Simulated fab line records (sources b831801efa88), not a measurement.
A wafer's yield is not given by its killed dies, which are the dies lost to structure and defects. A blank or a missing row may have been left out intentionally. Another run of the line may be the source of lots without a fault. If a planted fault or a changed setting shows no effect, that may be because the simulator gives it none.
Struck lot and sound lot, side by side | flow gf180mcu | 20 steps out of a route of 602
Sound: these wafers, L673.1, L673.2, L673.4. Wafers L680.1, L680.5, L680.6 were the ones struck. Last of all comes the cause.
For every step that has rows: the tool of each side, followed by ch and its chambers, followed by its first start. Under that, the readings that differ: sound wafers | struck wafers | difference of the means | sigmas: that difference in standard deviations of wafers without a fault.
alike: words and numbers the same on both sides, and readings whose means are apart by under 2 such deviations; not compared: readings that were withheld, readings missing a value for some wafer, numbers with overlapping values and no deviation given by the record, and bounds like >300 which may hide the same value.
The two part at a step that has a row with sigmas, a row that says differs or no value, or rows on one side only. Numbers that don't overlap but have no deviation are shown without sigmas and don't part them. Lack of a reading on every wafer of one side parts them only where that side has two or more wafers.

first, 4 steps without rows for these wafers: GF_VT_IMPLANT_SOFTBAKE_14 (time 60 s); GF_VT_IMPLANT_EXPOSE_15 (exposes mask Nwell LV AREA, target cd 860 nm); GF_VT_IMPLANT_PEB_16; GF_VT_IMPLANT_DEVELOP_17 (develop time 60 s).
GF_VT_IMPLANT_OVL_MEAS_18:
  struck on overlay-02, day 8 12:23; sound on overlay-01, day 6 19:31
  alike: VT_IMPLANT_01_OVL
after that, 1 step had no rows for these wafers: GF_VT_IMPLANT_IMPLANT_19.
GF_VT_IMPLANT_STRIP_20: strips in O2/N2.
  sound on plasmaAsher-02 ch 0,1, day 6 19:41; struck on plasmaAsher-03 ch 0,1, day 8 12:34
  alike: drypumpMotorCurrentA, heaterPowerW, oesProductAu, stripTimeToEndpointS
  not compared: rfHoursCounterH
GF_VT_IMPLANT_TW_MEAS_21:
  struck on filmMetro-04, day 8 12:40; sound on filmMetro-04, day 6 19:47
  alike: VT_IMPLANT_2_TW
then, 4 steps without rows for these wafers: GF_VT_IMPLANT_DEHYDRATE_22 (time 60 s); GF_VT_IMPLANT_HMDS_23 (prime time 60 s); GF_VT_IMPLANT_COAT_24 (resist thk 1000 nm); GF_VT_IMPLANT_SOFTBAKE_25 (time 60 s).
GF_VT_IMPLANT_EXPOSE_26: exposes mask LVPWELL HV AREA, target cd 860 nm.
  sound on ilineStepper-01 ch 0, day 7 02:53; struck on ilineStepper-02 ch 0, day 8 20:59
reading | sound                                                 | struck                                          | difference | sigmas
mask    | LVPWELL_HV_AREA#0 LVPWELL_HV_AREA#0 LVPWELL_HV_AREA#0 | Nwell_HV_AREA#0 Nwell_HV_AREA#0 Nwell_HV_AREA#0 | differs    | 
then, 2 steps without rows for these wafers: GF_VT_IMPLANT_PEB_27; GF_VT_IMPLANT_DEVELOP_28 (develop time 60 s).
GF_VT_IMPLANT_OVL_MEAS_29:
  struck on overlay-02, day 9 05:44; sound on overlay-01, day 7 10:11
reading                | sound        | struck | difference                    | sigmas
VT_IMPLANT_02_OVL (nm) | -1.0 1.4 0.0 | - - -  | no value on the struck wafers | 
after that, 1 step had no rows for these wafers: GF_VT_IMPLANT_IMPLANT_30.
GF_VT_IMPLANT_STRIP_31: strips in O2/N2.
  sound on plasmaAsher-01 ch 0,1, day 7 10:22; struck on plasmaAsher-01 ch 0,1, day 9 05:55
  alike: drypumpMotorCurrentA, heaterPowerW, oesProductAu, stripTimeToEndpointS
  not compared: rfHoursCounterH
GF_VT_IMPLANT_TW_MEAS_32:
  struck on filmMetro-04, day 9 06:15; sound on filmMetro-04, day 7 10:28
reading         | sound             | struck         | difference | sigmas
VT_IMPLANT_3_TW | 270.6 272.5 270.8 | 29.9 30.1 30.2 | -241.2     | -99 or more
  not compared: hold
after that, 1 step had no rows for these wafers: GF_PASSIVATION_PROBE_99.

WHERE THEY PART
Earliest at GF_VT_IMPLANT_EXPOSE_26; latest, in this record, at GF_VT_IMPLANT_TW_MEAS_32.

WHY: whatever the simulator had introduced
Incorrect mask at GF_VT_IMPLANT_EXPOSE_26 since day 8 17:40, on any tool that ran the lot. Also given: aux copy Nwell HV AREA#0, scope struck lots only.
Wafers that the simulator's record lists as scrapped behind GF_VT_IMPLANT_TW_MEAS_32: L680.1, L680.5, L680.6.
